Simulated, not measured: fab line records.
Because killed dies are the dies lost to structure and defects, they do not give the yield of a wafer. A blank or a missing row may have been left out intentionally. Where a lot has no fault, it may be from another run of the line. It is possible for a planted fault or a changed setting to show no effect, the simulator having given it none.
One fault through the eyes of 2 desks / flow gf180mcu / each desk has only its own numbers; what lay behind them comes last

## AT THE TOOL OWNER'S DESK: pvd sputter-03
The tool's own readings at GF_TOP_METAL_SPUTTER_02 (material AlCu, target thk 900 nm, time 47.82 s): means of the sampled wafers that have a number, for each lot that ran on this tool. A lot is out of limits, marked OUT, if its mean lies more than 4 standard deviations from the usual mean; the brackets give that distance.
Columns: A = cathode dc power W at GF_TOP_METAL_SPUTTER_02, usual 10600 W; B = throttle valve pct at GF_TOP_METAL_SPUTTER_02, usual 30.2 %
lot=L264; first seen here=day 27 18:05; A=10599; B=30.7
lot=L266; first seen here=day 28 04:39; A=10601; B=31.7
lot=L271; first seen here=day 30 09:01; A=10599; B=31.0
lot=L277; first seen here=day 32 02:08; A=10185 (-99 or more) OUT; B=31.7
This desk's finding: out of limits on L277; first on L277, day 32 02:08 (cathode dc power W at GF_TOP_METAL_SPUTTER_02). Within limits: L264, L266, L271.

## AT THE METROLOGY DESK
Means of the sampled wafers that have a number, per lot and without regard to the tool the lot ran on: this is what the gauges read. A lot is out of limits, marked OUT, if its mean lies more than 4 standard deviations from the usual mean; the brackets give that distance.
Columns: A = M5_OVL at GF_M5_OVL_MEAS_08, usual -6 nm; B = V5_CVD_00_THK at GF_V5_THK_MEAS_01, usual 300.9 nm; C = TOP_METAL_ALCU_RS at GF_TOP_METAL_RS_MEAS_05, usual 0.0326 ohm/sq; D = TOP_METAL_ALCU_THK at GF_TOP_METAL_THK_MEAS_06, usual 888 nm
lot=L262; first seen here=day 26 09:33; A=-12; B=299.0; C=0.0323; D=893
lot=L264; first seen here=day 26 18:51; A=-10; B=304.0; C=0.0325; D=885
lot=L266; first seen here=day 27 05:12; A=-0; B=297.7; C=0.0326; D=882
lot=L269; first seen here=day 28 15:15; A=-8; B=302.4; C=0.0324; D=888
lot=L270; first seen here=day 28 20:21; A=-9; B=305.0; C=0.0331; D=871
lot=L271; first seen here=day 29 11:22; A=-2; B=300.8; C=0.0328; D=885
lot=L277; first seen here=day 31 06:06; A=-4; B=303.2; C=0.0345 (+5.4) OUT; D=845 (-4.3) OUT
lot=L282; first seen here=day 32 12:20; A=-11; B=303.8; C=0.0324; D=897
lot=L284; first seen here=day 32 17:32; A=-10; B=300.8; C=0.0327; D=880
lot=L283; first seen here=day 32 18:14; A=5; B=303.8; C=0.0325; D=890
lot=L285; first seen here=day 32 21:53; A=-9; B=302.6; C=0.0326; D=893
This desk reports L277 out of limits; the earliest was L277 at day 32 02:14 (TOP_METAL_ALCU_RS at GF_TOP_METAL_RS_MEAS_05). Within limits: L262, L264, L266, L269, L270, L271, L282, L284, L283, L285.

## PUT TOGETHER
The tool owner's desk had the chance to raise an alarm at day 32 02:08 on L277.
At day 32 02:14 the metrology desk could have sounded an alarm, on L277.
All the named lots went through GF_TOP_METAL_SPUTTER_02 on pvd sputter-03.

## WHAT THE SIMULATOR PUT IN
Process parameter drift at GF_TOP_METAL_SPUTTER_02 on pvd sputter-03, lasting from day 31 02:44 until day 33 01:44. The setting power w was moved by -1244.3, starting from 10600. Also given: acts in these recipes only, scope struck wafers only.
Lots struck among those shown: L277.
Fault start to first reading out of limits, in hours, per desk: tool owner, 23; metrology, 24.
